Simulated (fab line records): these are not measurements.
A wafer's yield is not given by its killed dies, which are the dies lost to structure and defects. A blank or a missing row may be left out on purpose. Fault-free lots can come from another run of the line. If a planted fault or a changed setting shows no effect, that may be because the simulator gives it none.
Which of the tools did it? -- flow sfq-line -- 14 lots, 42 wafers sampled, at 4 steps of a route of 325

## WHAT THE GAUGES READ, wafer by wafer
SFQ_I5_OVL_MEAS_936. Usual: I5_OVL typically reads 1 nm, with standard deviation 4.5.
lot,measured,on,I5_OVL (nm),flag
L925,day 67 06:44,overlay-01,-3 1 -1,
L926,day 67 12:44,overlay-02,9 4 1,
L927,day 68 00:52,overlay-01,8 5 2,
L928,day 68 12:50,overlay-02,0 8 -1,
L932,day 70 07:14,overlay-02,3 0 -7,
L935,day 71 02:26,overlay-02,4 2 5,
L940,day 72 09:43,overlay-02,0 -3 0,
L939,day 72 14:32,overlay-02,-1 4 7,
L942,day 73 08:38,overlay-02,0 0 0,
L943,day 74 11:02,overlay-02,0 -5 -6,
L945,day 75 14:06,overlay-01,4 7 6,
L946,day 75 18:30,overlay-01,-3 0 0,
L947,day 79 22:14,overlay-01,0 -1 1,
L948,day 79 23:26,overlay-01,2 -1 4,

SFQ_I6_OVL_MEAS_942. Usual: I6_OVL typically reads 2 nm, with standard deviation 6.9.
lot,measured,on,I6_OVL (nm),flag
L925,day 77 00:29,overlay-01,14 6 8,
L926,day 78 05:49,overlay-02,-3 4 -6,
L927,day 78 11:49,overlay-01,3 -3 1,
L928,day 78 15:25,overlay-01,0 -10 -7,
L932,day 80 03:25,overlay-02,16 11 12,
L935,day 80 13:54,overlay-02,-11 1 -12,
L940,day 82 00:19,overlay-01,2 8 2,
L939,day 82 06:20,overlay-01,8 8 3,
L942,day 82 15:55,overlay-01,8 -2 1,
L943,day 83 08:20,overlay-01,7 1 8,
L945,day 84 09:28,overlay-01,7 8 3,
L946,day 88 05:36,overlay-01,-10 -3 -6,
L947,day 89 02:08,overlay-01,-1 5 -2,
L948,day 89 08:07,overlay-02,-1 4 1,

## WHAT TOOL EACH LOT RAN ON (gives the tool, then ch and the chambers of the sampled wafers, and finally the start)
lot,SFQ_TRILAYER_R5_DEP_SPUTTER_132,SFQ_TRILAYER_M6_ETCH_METAL_ETCH_162
L925,"pvd-sputter-03, day 57 02:15","rie-metal-01 ch 0,1, day 73 01:32"
L926,"pvd-sputter-04, day 57 05:28","rie-metal-01 ch 0,1, day 73 06:20"
L927,"pvd-sputter-03, day 57 13:52","rie-metal-04 ch 0,1, day 73 13:32"
L928,"pvd-sputter-04, day 57 21:11","rie-metal-03 ch 0,1, day 73 21:56"
L932,"pvd-sputter-04, day 60 01:34","rie-metal-03 ch 0, day 75 23:27"
L935,"pvd-sputter-03, day 60 16:04","rie-metal-03 ch 0,1, day 76 05:53"
L940,"pvd-sputter-03, day 66 17:19","rie-metal-04 ch 1, day 81 16:23"
L939,"pvd-sputter-04, day 66 21:37","rie-metal-01 ch 0,1, day 81 18:50"
L942,"pvd-sputter-05, day 67 17:25","rie-metal-01 ch 0,1, day 82 06:47"
L943,"pvd-sputter-04, day 69 01:53","rie-metal-04 ch 0,1, day 83 00:47"
L945,"pvd-sputter-04, day 70 01:37","rie-metal-04 ch 0,1, day 83 16:14"
L946,"pvd-sputter-04, day 75 06:47","rie-metal-01 ch 0,1, day 83 18:35"
L947,"pvd-sputter-05, day 75 18:37","rie-metal-04 ch 0,1, day 84 07:57"
L948,"pvd-sputter-03, day 75 22:33","rie-metal-03 ch 0,1, day 84 14:21"
- SFQ_TRILAYER_R5_DEP_SPUTTER_132: material Ti, target thk 5 nm, time 5 s.
- SFQ_TRILAYER_M6_ETCH_METAL_ETCH_162: etches Nb in Cl2/Ar, stops on SiO2, target depth 240 nm, time 120 s.

## AS READ BY THE TOOLS THEMSELVES (means over the sampled wafers that have a number; for cases with no such wafer, the mark the record gives instead)
SFQ_TRILAYER_R5_DEP_SPUTTER_132. Usual: 29.8 % for throttle-valve-pct, sd 0.76.
lot,tool,throttle-valve-pct (%),flag
L925,pvd-sputter-03,29.8,
L926,pvd-sputter-04,30.1,
L927,pvd-sputter-03,30.0,
L928,pvd-sputter-04,29.6,
L932,pvd-sputter-04,29.4,
L935,pvd-sputter-03,29.6,
L940,pvd-sputter-03,29.8,
L939,pvd-sputter-04,29.3,
L942,pvd-sputter-05,30.0,
L943,pvd-sputter-04,28.9,
L945,pvd-sputter-04,30.5,
L946,pvd-sputter-04,29.5,
L947,pvd-sputter-05,29.4,
L948,pvd-sputter-03,29.9,

SFQ_TRILAYER_M6_ETCH_METAL_ETCH_162. Usual: bias-w 80.01 W, standard deviation 0.25; drypump-motor-current-A 6.0 A, standard deviation 0.3; oes-product-au 0.896 a.u., standard deviation 0.0058.
lot,tool,bias-w (W),drypump-motor-current-A (A),oes-product-au (a.u.),flag
L925,rie-metal-01,80.21,5.8,0.900,
L926,rie-metal-01,79.99,5.7,0.899,
L927,rie-metal-04,80.16,5.9,0.897,
L928,rie-metal-03,80.04,6.0,0.899,
L932,rie-metal-03,80.25,6.3,0.895,
L935,rie-metal-03,79.85,6.0,0.887,
L940,rie-metal-04,79.42,6.4,0.900,
L939,rie-metal-01,79.82,5.7,0.894,
L942,rie-metal-01,79.91,5.8,0.897,
L943,rie-metal-04,79.97,5.9,0.895,
L945,rie-metal-04,97.36,6.2,0.891,OFF
L946,rie-metal-01,80.29,5.8,0.899,
L947,rie-metal-04,97.41,6.1,0.893,OFF
L948,rie-metal-03,79.92,6.0,0.899,

## THE ANSWER, worked out from the rows above alone
Rule: a lot is off if the mean of its wafers that have a number lies more than 3 standard deviations from the usual mean. A lot without any number at a reading at which 4 lots or more have one is off too. Any other lot the step has rows for is counted as sound. After the gauges, taken in route order, come the tools' own readings; for these a lot's mean is taken, as printed above. The first step at which some lot is off is used, and at that step the reading that is off furthest; a lot without a number counts as furthest.
Off: L945, L947, at SFQ_TRILAYER_M6_ETCH_METAL_ETCH_162 (bias-w).
A tool fits if, at that step or a process step before it, it ran every lot that is off, and no sound lot after the first of them. One fits: rie-metal-04 at SFQ_TRILAYER_M6_ETCH_METAL_ETCH_162. A fault onset in the window from L943 (day 83 00:47, its last sound lot) to L945 (day 83 16:14, its first lot off) fits.
On the lots that are off, the tool's own readings at SFQ_TRILAYER_M6_ETCH_METAL_ETCH_162 differ by more than 5 times the standard deviation of the sound lots' means, which bears it out; bias-w reads 97.38 W there versus 79.99 W on the sound lots.

## WHAT WAS PUT IN BY THE SIMULATOR
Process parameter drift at SFQ_TRILAYER_M6_ETCH_METAL_ETCH_162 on rie-metal-04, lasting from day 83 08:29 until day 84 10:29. From 80, the setting bias-w moved by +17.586. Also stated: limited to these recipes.
Struck lots among those shown: L945, L947. This agrees with what the rule above found.
